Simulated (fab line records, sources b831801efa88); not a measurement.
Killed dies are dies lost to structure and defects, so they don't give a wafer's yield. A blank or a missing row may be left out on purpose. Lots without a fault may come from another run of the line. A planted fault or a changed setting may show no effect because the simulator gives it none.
A struck lot beside a sound one | flow sky130 | 16 steps out of a route of 708
Sound: wafers L651.1, L651.4, L651.5. Struck: wafers L646.1, L646.3, L646.4. The cause comes at the end.
At each step with rows: each side's tool, then ch and its chambers, then its first start. Under that, the readings that differ: sound wafers | struck wafers | difference of the means | sigmas: that difference in standard deviations of wafers without a fault.
alike: readings whose means differ by less than 2 such deviations, and words and numbers that are the same on both sides. not compared: withheld readings, readings that some wafer has no value for, bounds like >300 that may hide the same value, and numbers for which the record gives no deviation and whose values overlap.
The two part at a step that has a row with sigmas, a row that says differs or no value, or rows on one side only. Numbers that don't overlap but have no deviation are shown without sigmas and don't part them. A reading that every wafer of one side lacks parts them only if that side has two wafers or more.

SKY_LOCAL_INTERCONNECT_THK_MEAS_02: measures by xrf.
  sound on film_metro-04, day 32 18:49; struck on film_metro-01, day 31 11:43
  alike: LOCAL_INTERCONNECT_TIN_THK
then, 8 steps without rows for these wafers: SKY_LOCAL_INTERCONNECT_DEHYDRATE_03 (time 60 s); SKY_LOCAL_INTERCONNECT_HMDS_04 (prime time 60 s); SKY_LOCAL_INTERCONNECT_COAT_05 (resist thk 60 nm); SKY_LOCAL_INTERCONNECT_COAT_06 (resist thk 450 nm); SKY_LOCAL_INTERCONNECT_SOFTBAKE_07 (time 90 s); SKY_LOCAL_INTERCONNECT_EXPOSE_08 (exposes mask LI1M, target cd 170 nm); SKY_LOCAL_INTERCONNECT_PEB_09; SKY_LOCAL_INTERCONNECT_DEVELOP_10 (develop time 60 s).
SKY_LOCAL_INTERCONNECT_CD_MEAS_11: target cd 170 nm.
  sound on cd_sem-01, day 33 21:44; struck on cd_sem-02, day 32 15:00
  alike: cd_nm
SKY_LOCAL_INTERCONNECT_OVL_MEAS_12:
  sound on overlay-02, day 33 21:51; struck on overlay-01, day 32 15:07
  alike: LOCAL_INTERCONNECT_OVL
SKY_LOCAL_INTERCONNECT_ETCH_13: etches BARC in N2/H2, stops on SiO2, time 45.9 s, target depth 60 nm.
  sound on rie_metal-03 ch 0,1, day 33 21:53; struck on rie_metal-02 ch 0,1, day 32 15:09
  alike: bias_w, chamber_pressure_mTorr, drypump_motor_current_A, oes_product_au, rf_fwd_power_W, throttle_valve_pct
  not compared: rf_hours_counter_h
SKY_LOCAL_INTERCONNECT_METAL_ETCH_14: etches TiN in Cl2/BCl3, stops on PSG, target depth 110 nm, time 31.4 s.
  sound on rie_metal-03 ch 0,1, day 33 21:57; struck on rie_metal-02 ch 0,1, day 32 15:13
  no value came back on the struck wafers for any of 6 readings (bcl3_flow_sccm (sccm), bias_w (W) and others); on the sound wafers bcl3_flow_sccm (sccm) reads 30.04 29.85 29.93
  reading                                                   | sound             | struck            | difference | sigmas
  model.KrF-thick_of_LOCAL_INTERCONNECT_COAT_06.thk_nm (nm) | 348.8 348.9 349.4 | 392.1 391.1 391.3 | +42.5      |
  not compared: rf_hours_counter_h
SKY_LOCAL_INTERCONNECT_STRIP_15: strips in O2/N2.
  sound on plasma_asher-04 ch 0,1, day 33 22:00; struck on plasma_asher-04 ch 0,1, day 32 15:16
  reading                      | sound             | struck            | difference | sigmas
  oes_product_au (a.u.)        | 0.430 0.430 0.426 | 0.447 0.445 0.445 | +0.017     | +4
  strip_time_to_endpoint_s (s) | 4.725 4.714 4.721 | 5.195 5.161 5.173 | +0.456     | +20
  alike: drypump_motor_current_A
  not compared: rf_hours_counter_h
then, 1 step without rows for these wafers: SKY_LOCAL_INTERCONNECT_STRIP_16 (strips in post etch residue remover, time 1200 s).
-- the record jumps here: 15 days lie between the struck wafers' starts before and after (it left off in module LOCAL_INTERCONNECT and takes up again in module PAD_OPEN, whose first step shown is number 708 of the route) --
SKY_PAD_OPEN_PROBE_99:
  sound on prober-01, day 48 12:42; struck on prober-02, day 47 14:44
  reading            | sound    | struck      | difference | sigmas
  killed_at_contacts | 23 25 29 | 437 435 421 | +405       | +76
  killed_dies        | 80 95 92 | 492 492 492 | +403       | +43
  killed_on_rim      | 19 24 17 | 96 96 96    | +76        | +18
  alike: killed_at_M0_to_M3, killed_at_M4_up, killed_at_front_end, killed_at_other, killed_open, killed_short

WHERE THEY PART
First at SKY_LOCAL_INTERCONNECT_METAL_ETCH_14; last, within this record, at SKY_PAD_OPEN_PROBE_99.

WHY: what the simulator had put in
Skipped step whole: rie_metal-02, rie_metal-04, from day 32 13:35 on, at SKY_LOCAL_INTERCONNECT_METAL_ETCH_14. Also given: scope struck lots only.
